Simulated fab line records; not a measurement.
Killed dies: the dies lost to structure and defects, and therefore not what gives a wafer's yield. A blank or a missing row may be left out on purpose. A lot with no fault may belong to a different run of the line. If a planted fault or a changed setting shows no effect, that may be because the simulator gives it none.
One fault through the eyes of 2 desks / flow gf180mcu / each desk has only its own numbers; what lay behind them comes last

AT THE METROLOGY DESK
What the gauges read for every lot (on any tool): the sampled wafers with a number, averaged. The brackets show how far a lot's mean lies from the usual mean; more than 4 standard deviations puts the lot out of limits, marked OUT.
Columns: A = M1_ALCU_RS at GF_M1_RS_MEAS_05, usual 0.0691 ohm/sq; B = M1_ALCU_THK at GF_M1_THK_MEAS_06, usual 448 nm
lot=L937; first seen here=day 15 21:00; A=0.0692; B=447
lot=L941; first seen here=day 17 09:52; A=0.0699; B=451
lot=L943; first seen here=day 18 13:35; A=0.0687; B=447
lot=L946; first seen here=day 19 22:54; A=0.0680; B=451
lot=L948; first seen here=day 20 22:56; A=0.0689; B=449
lot=L951; first seen here=day 21 20:41; A=0.0699; B=440
lot=L952; first seen here=day 22 06:24; A=0.0700; B=439
lot=L953; first seen here=day 22 08:02; A=0.0646 (-5.8) OUT; B=488 (+6.5) OUT
lot=L957; first seen here=day 23 06:56; A=0.0641 (-6.4) OUT; B=484 (+5.9) OUT
lot=L956; first seen here=day 23 11:55; A=0.0684; B=448
lot=L960; first seen here=day 24 05:28; A=0.0694; B=452
This desk's result: L953, L957 out of limits, first on L953 (M1_ALCU_RS at GF_M1_RS_MEAS_05), day 22 08:02. L937, L941, L943, L946, L948, L951, L952, L956, L960 stayed within limits.

THE TOOL OWNER'S DESK: pvd sputter-04
The tool's own readings at GF_M1_SPUTTER_02 (material AlCu, target thk 450 nm, time 23.9 s): means of the sampled wafers that have a number, for each lot that ran on this tool. The brackets show how far a lot's mean lies from the usual mean; more than 4 standard deviations puts the lot out of limits, marked OUT.
Columns: A = throttle valve pct at GF_M1_SPUTTER_02, usual 29.7 %
lot=L941; first seen here=day 17 09:46; A=29.6
lot=L951; first seen here=day 21 20:35; A=30.3
lot=L952; first seen here=day 22 06:17; A=30.7
lot=L953; first seen here=day 22 07:55; A=30.0
lot=L957; first seen here=day 23 06:50; A=30.3
This desk found nothing out of limits on any of the 5 lots.

ALL TOGETHER
An alarm was possible from the metrology desk at day 22 08:02, on L953, L957.
The desk of the tool owner found nothing out of limits.
The tool owner's desk has L953, L957 on record, within its limits.
Every lot named ran GF_M1_SPUTTER_02 on pvd sputter-04.

WHAT WAS PUT IN BY THE SIMULATOR
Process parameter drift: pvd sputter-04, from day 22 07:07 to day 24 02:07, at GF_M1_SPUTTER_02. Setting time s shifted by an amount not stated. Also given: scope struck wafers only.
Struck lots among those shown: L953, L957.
Per desk, hours elapsed from the start of the fault to the first reading out of limits: for the metrology desk, 1.
